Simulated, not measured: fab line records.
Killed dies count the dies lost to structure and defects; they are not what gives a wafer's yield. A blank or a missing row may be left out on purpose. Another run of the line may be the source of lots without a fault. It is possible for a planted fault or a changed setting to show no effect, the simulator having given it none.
fab line records    flow sky130
[record] lots = 5  wafers = 15  last-day = 50
route steps=708 shown POLY_CUT@312 SD_P@320
lots that met no fault: from a run of the same line without faults
start-h: the number of hours between the record's first day and the start of the first shown wafer of the lot    wait-h: hours elapsed since this lot's preceding step    " repeats the value in the row above    L1.1+2: several wafers, shown together as one row    - no value, or no start was given    * or withheld: withheld    < > ~ a bound
route shown NAME@n: a module of which the file shows steps, and the number in the route of the first    usual: mean/standard deviation taken from wafers without a fault    same: alike in all rows    chamber/n: place in a boat    sites: each site's reading    _std_site: the values' standard deviation    _edge_site: the outer-site mean with the inner-site mean subtracted    radius-mm: for every site, how far away it sits from the centre of the wafer    mask NAME#n: copy n    behind: tool/chamber where the wafer was last shaped    hold: why the lot was held/for how many hours/how that ended    device: transistor that didn't switch, given as n, p or np    end of line: the route-end tests of the same wafers    a step given without rows: its recipe and nothing more    killed: dies lost to structure and defects at the first sort, not the wafer's yield    map: a wafer's dies, marking killed ones x, the rest . and places with no die _
set.NAME: the setting that was run; set.NAME@STEP: the one run at that earlier step    model.NAME: the simulator's own value behind a step, which no gauge read
lots seen at some steps along the route; tables by step, rows by wafer
services: a tool's chamber out of use, with start hour (start-h, from the record's first day; less than 0 if before it), hours out, and reason
[[steps]]
[step SKY_POLY_CUT_EXPOSE_05]
[recipe] mask-id = NPCM  na = 0.8  source-shape = annular  sigma-inner = 0.55  sigma-outer = 0.85  target-cd-nm = 270  dose-mj = 32
[step SKY_POLY_CUT_PEB_06]
[recipe] peb-temp-c = withheld  peb-time-s = withheld  resist = KrF-thick
[step SKY_POLY_CUT_DEVELOP_07]
[recipe] develop-time-s = 60  resist = KrF-thick  dev-temp-c = 21
[step SKY_POLY_CUT_CD_MEAS_08]
[recipe] target-cd-nm = 270
[usual] cd-nm = 269.7/1.5
lot.wafer  tool       chamber  start-h  wait-h  cd-nm
L419.1     cd-sem-01  -        617.82   -       269.5
L419.2     "          -        "        "       270.2
L419.5     "          -        "        "       271.4
L423.3     cd-sem-02  -        668.80   -       271.1
L423.4     "          -        "        "       272.6
L423.5     "          -        "        "       271.8
L432.1     cd-sem-01  -        714.38   -       270.1
L432.2     "          -        "        "       270.9
L432.6     "          -        "        "       270.2
L433.4     cd-sem-02  -        720.22   -       269.6
L433.5     "          -        "        "       269.4
L433.6     "          -        "        "       271.3
L435.2     cd-sem-02  -        736.25   -       269.2
L435.5     "          -        "        "       270.4
L435.6     "          -        "        "       269.0
[step SKY_POLY_CUT_OVL_MEAS_09]
[usual] POLY_CUT_OVL = 7/6.8
lot.wafer  tool        chamber  start-h  wait-h  POLY_CUT_OVL[nm]
L419.1     overlay-02  -        617.94   0.1     1
L419.2     "           -        "        "       14
L419.5     "           -        "        "       1
L423.3     overlay-02  -        668.89   0.1     8
L423.4     "           -        "        "       -4
L423.5     "           -        "        "       11
L432.1     overlay-01  -        714.50   0.1     3
L432.2     "           -        "        "       5
L432.6     "           -        "        "       3
L433.4     overlay-01  -        720.29   0.1     21
L433.5     "           -        "        "       6
L433.6     "           -        "        "       16
L435.2     overlay-02  -        736.35   0.1     3
L435.5     "           -        "        "       18
L435.6     "           -        "        "       5
[step SKY_POLY_CUT_ETCH_10]
[recipe] chemistry = N2/H2  target = BARC  ion-energy-ev = 200  source-w = 500  bias-w = 100  pressure-mtorr = 30  n2-flow-sccm = 100  h2-flow-sccm = 200  stop-on = SiO2  time-s = 45.9  target-depth-a = 600
[usual] drypump-motor-current-A = 5.6/0.5  oes-product-au = 0.855/0.0046  throttle-valve-pct = 13.226/0.0097
[same] time-s = 45.9
lot.wafer  tool         chamber  start-h  wait-h  drypump-motor-current-A  oes-product-au  rf-hours-counter-h  throttle-valve-pct
L419.1     rie-diel-01  2        617.97   0.0     5.0                      0.851           12                  13.216
L419.2     "            3        "        "       6.2                      0.850           16                  13.235
L419.5     "            2        "        "       5.0                      0.860           -                   13.232
L423.3     rie-diel-03  1        668.91   0.0     5.7                      0.862           10                  13.228
L423.4     "            2        "        "       6.0                      0.857           19                  13.244
L423.5     "            0        "        "       6.6                      0.856           -                   13.231
L432.1     rie-diel-03  0        714.53   0.0     6.6                      0.854           8                   13.228
L432.2     "            3        "        "       5.6                      0.852           8                   13.201
L432.6     "            3        "        "       5.6                      0.859           -                   13.227
L433.4     rie-diel-01  0        720.31   0.0     5.5                      0.847           38                  13.223
L433.5     "            0        "        "       5.5                      0.856           -                   13.233
L433.6     "            3        "        "       6.2                      0.856           -                   13.232
L435.2     rie-diel-01  3        736.38   0.0     6.2                      0.860           20                  13.226
L435.5     "            0        "        "       5.6                      0.854           -                   13.218
L435.6     "            3        "        "       6.2                      0.860           -                   13.237
[step SKY_POLY_CUT_ETCH_11]
[recipe] target = Si3N4  chemistry = CF4/CH2F2/Ar  stop-on = poly-Si  source-w = 600  bias-w = 155.8  pressure-mtorr = 40  cf4-flow-sccm = 40  ch2f2-flow-sccm = 20  Ar_flow_sccm = 150  time-s = 42.5  target-depth-a = 600
[usual] drypump-motor-current-A = 5.6/0.5  oes-product-au = 0.833/0.0064  throttle-valve-pct = 14.994/0.0092
[same] time-s = 42.5
lot.wafer  tool         chamber  start-h  wait-h  drypump-motor-current-A  oes-product-au  rf-hours-counter-h  throttle-valve-pct
L419.1     rie-diel-01  2        618.01   0.0     5.0                      0.836           12                  14.985
L419.2     "            3        "        "       6.2                      0.825           16                  14.994
L419.5     "            2        "        "       5.0                      0.831           -                   14.995
L423.3     rie-diel-03  1        668.95   0.0     5.7                      0.830           10                  14.988
L423.4     "            2        "        "       6.1                      0.827           19                  14.999
L423.5     "            0        "        "       6.6                      0.836           -                   14.994
L432.1     rie-diel-03  0        714.57   0.0     6.5                      0.833           8                   15.004
L432.2     "            3        "        "       5.7                      0.828           8                   14.979
L432.6     "            3        "        "       5.7                      0.834           -                   14.975
L433.4     rie-diel-01  0        720.35   0.0     5.6                      0.838           38                  15.009
L433.5     "            0        "        "       5.6                      0.842           -                   15.004
L433.6     "            3        "        "       6.2                      0.828           -                   14.997
L435.2     rie-diel-01  3        736.42   0.0     6.2                      0.831           20                  14.973
L435.5     "            0        "        "       5.5                      0.838           -                   14.998
L435.6     "            3        "        "       6.2                      0.827           -                   14.975
[step SKY_POLY_CUT_STRIP_12]
[recipe] chemistry = O2/N2  power-w = 1400  pressure-mtorr = 1500  platen-temp-c = withheld  o2-flow-sccm = 3000  n2-flow-sccm = 300  overash-fraction = 0.5
[usual] drypump-motor-current-A = 5.7/0.42  oes-product-au = 0.453/0.0046  strip-time-to-endpoint-s = 5.373/0.016
lot.wafer  tool             chamber  start-h  wait-h  drypump-motor-current-A  oes-product-au  rf-hours-counter-h  strip-time-to-endpoint-s
L419.1     plasma-asher-03  0        618.05   0.0     5.8                      0.449           94                  5.359
L419.2     "                1        "        "       6.5                      0.454           94                  5.363
L419.5     "                0        "        "       5.8                      0.456           -                   5.394
L423.3     plasma-asher-02  0        669.03   0.1     5.0                      0.443           -                   5.394
L423.4     "                1        "        "       5.5                      0.448           -                   5.393
L423.5     "                0        "        "       5.0                      0.456           -                   5.374
L432.1     plasma-asher-02  0        714.61   0.0     5.0                      0.450           62                  5.346
L432.2     "                1        "        "       5.5                      0.452           62                  5.369
L432.6     "                1        "        "       5.5                      0.458           -                   5.371
L433.4     plasma-asher-01  0        720.43   0.1     5.9                      0.440           -                   5.386
L433.5     "                1        "        "       5.5                      0.450           -                   5.370
L433.6     "                0        "        "       5.9                      0.453           -                   5.369
L435.2     plasma-asher-02  1        736.47   0.0     5.5                      0.456           64                  5.386
L435.5     "                0        "        "       5.0                      0.452           -                   5.357
L435.6     "                1        "        "       5.5                      0.451           -                   5.385
[step SKY_SD_P_DEHYDRATE_00]
[recipe] temp-c = 200  time-s = 60
[step SKY_SD_P_HMDS_01]
[recipe] prime-time-s = 60  prime-temp-c = 120
[step SKY_SD_P_COAT_02]
[recipe] resist = NOVOLAK  spin-rpm = 3000  resist-thk-nm = 1140
[step SKY_SD_P_SOFTBAKE_03]
[recipe] temp-c = 90  time-s = 60  resist = NOVOLAK
[step SKY_SD_P_EXPOSE_04]
[recipe] mask-id = PSDM  na = 0.6  source-shape = conventional  sigma-outer = 0.6  polarization = unpolarized  target-cd-nm = 380  dose-mj = 138
[usual] exposure-dose-mJ-cm2 = 137.92/0.13  focus-offset-nm = 0.0/0.56
[same] na = 0.6
lot.wafer  tool              chamber  start-h  wait-h  mask    exposure-dose-mJ-cm2  focus-offset-nm
L419.1     iline-stepper-01  0        633.30   -       PSDM#0  138.10                0.2
L419.2     "                 0        "        "       PSDM#0  137.84                0.0
L419.5     "                 0        "        "       PSDM#0  137.78                0.4
L423.3     iline-stepper-02  0        683.05   -       NSDM#0  137.76                -0.1
L423.4     "                 0        "        "       NSDM#0  138.03                0.3
L423.5     "                 0        "        "       NSDM#0  137.90                0.0
L432.1     iline-stepper-02  0        728.71   -       PSDM#0  137.90                0.1
L432.2     "                 0        "        "       PSDM#0  137.88                -0.6
L432.6     "                 0        "        "       PSDM#0  137.91                -0.6
L433.4     iline-stepper-01  0        734.01   -       PSDM#0  137.97                0.1
L433.5     "                 0        "        "       PSDM#0  137.76                -0.4
L433.6     "                 0        "        "       PSDM#0  137.72                -0.1
L435.2     iline-stepper-01  0        750.44   -       PSDM#0  137.92                -0.6
L435.5     "                 0        "        "       PSDM#0  138.14                -0.9
L435.6     "                 0        "        "       PSDM#0  137.97                -1.4
[step SKY_SD_P_PEB_05]
[recipe] temp-c = withheld  time-s = *  resist = NOVOLAK
[step SKY_SD_P_DEVELOP_06]
[recipe] resist = NOVOLAK  developer = TMAH  develop-time-s = 60  dev-temp-c = 23
[step SKY_SD_P_CD_MEAS_07]
[recipe] target-cd-nm = 380
[usual] cd-nm = 379.4/2.5
lot.wafer  tool       chamber  start-h  wait-h  cd-nm
L419.1     cd-sem-01  -        647.03   0.2     385.5
L419.2     "          -        "        "       382.9
L419.5     "          -        "        "       383.5
L423.3     cd-sem-02  -        697.55   0.1     -
L423.4     "          -        "        "       -
L423.5     "          -        "        "       -
L432.1     cd-sem-02  -        741.26   0.1     380.1
L432.2     "          -        "        "       378.6
L432.6     "          -        "        "       377.5
L433.4     cd-sem-02  -        747.79   0.1     384.2
L433.5     "          -        "        "       382.5
L433.6     "          -        "        "       385.8
L435.2     cd-sem-02  -        763.06   0.1     381.9
L435.5     "          -        "        "       380.7
L435.6     "          -        "        "       384.5
[step SKY_SD_P_OVL_MEAS_08]
[usual] SD_P_OVL = 0.2/1.3
lot.wafer  tool        chamber  start-h  wait-h  SD_P_OVL[nm]
L419.1     overlay-01  -        647.15   0.1     -0.1
L419.2     "           -        "        "       -0.2
L419.5     "           -        "        "       -0.9
L423.3     overlay-02  -        697.64   0.1     -
L423.4     "           -        "        "       -
L423.5     "           -        "        "       -
L432.1     overlay-02  -        741.38   0.1     -0.8
L432.2     "           -        "        "       1.1
L432.6     "           -        "        "       -0.1
L433.4     overlay-02  -        747.86   0.1     1.3
L433.5     "           -        "        "       0.5
L433.6     "           -        "        "       0.0
L435.2     overlay-01  -        763.16   0.1     0.8
L435.5     "           -        "        "       0.0
L435.6     "           -        "        "       0.1
[step SKY_SD_P_IMPLANT_09]
[recipe] species = BF2  energy-kev = 20  dose-cm2 = 3e+15  tilt-deg = 0
[step SKY_SD_P_STRIP_10]
[recipe] chemistry = O2/N2  power-w = 1400  pressure-mtorr = 1500  platen-temp-c = withheld  o2-flow-sccm = 3000  n2-flow-sccm = 300  overash-fraction = 0.5
[usual] drypump-motor-current-A = 5.8/0.41  oes-product-au = 0.618/0.0048  strip-time-to-endpoint-s = 17.51/0.037
lot.wafer  tool             chamber  start-h  wait-h  drypump-motor-current-A  oes-product-au  rf-hours-counter-h  strip-time-to-endpoint-s
L419.1     plasma-asher-01  0        647.33   0.1     5.9                      0.620           79                  17.48
L419.2     "                1        "        "       5.5                      0.618           79                  17.46
L419.5     "                0        "        "       5.9                      0.620           -                   17.51
L423.3     plasma-asher-03  1        697.85   0.1     6.5                      0.619           -                   17.50
L423.4     "                0        "        "       5.8                      0.620           -                   17.51
L423.5     "                1        "        "       6.5                      0.612           -                   17.48
L432.1     plasma-asher-04  0        741.56   0.1     6.2                      0.619           31                  17.56
L432.2     "                1        "        "       5.2                      0.620           31                  17.53
L432.6     "                1        "        "       5.2                      0.625           -                   17.53
L433.4     plasma-asher-01  0        748.07   0.1     6.0                      0.617           -                   17.46
L433.5     "                1        "        "       5.5                      0.617           -                   17.47
L433.6     "                0        "        "       5.9                      0.614           -                   17.50
L435.2     plasma-asher-01  1        763.34   0.1     5.5                      0.617           91                  17.49
L435.5     "                1        "        "       5.5                      0.622           -                   17.52
L435.6     "                0        "        "       5.9                      0.615           -                   17.50
[step SKY_SD_P_TW_MEAS_11]
[usual] SD_P_TW = 2810/23
lot.wafer  tool           chamber  start-h  wait-h  hold                      SD_P_TW
L419.1     film-metro-03  -        647.43   0.1     -                         2835
L419.2     "              -        "        "       -                         2831
L419.5     "              -        "        "       -                         2849
L423.3     film-metro-01  -        697.93   0.1     await-dispo/0.2h/release  29
L423.4     "              -        "        "       await-dispo/0.2h/release  30
L423.5     "              -        "        "       await-dispo/0.2h/release  29
L423.3     film-metro-01  -        698.16   0.2     -                         29
L423.4     "              -        "        "       -                         29
L423.5     "              -        "        "       -                         30
L432.1     film-metro-03  -        741.66   0.1     -                         2844
L432.2     "              -        "        "       -                         2843
L432.6     "              -        "        "       -                         2839
L433.4     film-metro-03  -        748.16   0.1     -                         2837
L433.5     "              -        "        "       -                         2840
L433.6     "              -        "        "       -                         2851
L435.2     film-metro-04  -        763.45   0.1     -                         2811
L435.5     "              -        "        "       -                         2823
L435.6     "              -        "        "       -                         2806
[[services]]
tool              chamber  start-h  hours  kind
iline-stepper-02  -        594.09   4.2    repair
plasma-asher-02   -        595.22   2.8    pm
rie-diel-03       3        600.64   6.5    repair
iline-stepper-01  -        609.19   0.6    repair
iline-stepper-02  0        615.17   -      calibration
iline-stepper-02  -        622.42   1.7    pm
rie-diel-01       1        627.00   -      clean
rie-diel-01       1        627.00   20.9   scheduled-down
rie-diel-01       1        627.00   20.9   vent-cycle
iline-stepper-01  -        629.34   3.7    repair
rie-diel-03       0        630.80   16.6   repair
iline-stepper-01  0        692.12   -      calibration
rie-diel-03       0        707.07   7.1    repair
iline-stepper-01  -        714.13   1.7    pm
plasma-asher-04   -        718.99   2.8    pm
rie-diel-03       1        723.45   1.3    repair
rie-diel-03       3        724.88   8.2    repair
plasma-asher-03   -        733.75   9.0    pm
plasma-asher-03   0        733.75   9.0    vent-cycle
plasma-asher-03   1        733.75   9.0    vent-cycle
plasma-asher-03   0        742.75   -      clean
plasma-asher-03   1        742.75   -      clean
plasma-asher-03   -        760.75   1.3    repair
[[key]]
[first-sign] step = SKY_SD_P_EXPOSE_04  reading = mask  direction = changed
[effect] step = SKY_SD_P_CD_MEAS_07  reading = cd-nm  direction = missing
[effect] step = SKY_SD_P_OVL_MEAS_08  reading = SD_P_OVL  direction = missing
[effect] step = SKY_SD_P_TW_MEAS_11  reading = visit  direction = added
[effect] step = SKY_SD_P_TW_MEAS_11  reading = SD_P_TW  direction = down  sigmas = 99+  usual = 2810  struck = 29
met-at SKY_SD_P_EXPOSE_04
struck-wafers L423.3,L423.4,L423.5
scrapped-behind SKY_SD_P_TW_MEAS_11 L423.3,L423.4,L423.5
[fault] kind = wrong-mask  tool = any  chamber = -  onset-h = 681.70  steps = SKY_SD_P_EXPOSE_04  aux-copy = NSDM#0  scope = struck-lots-only
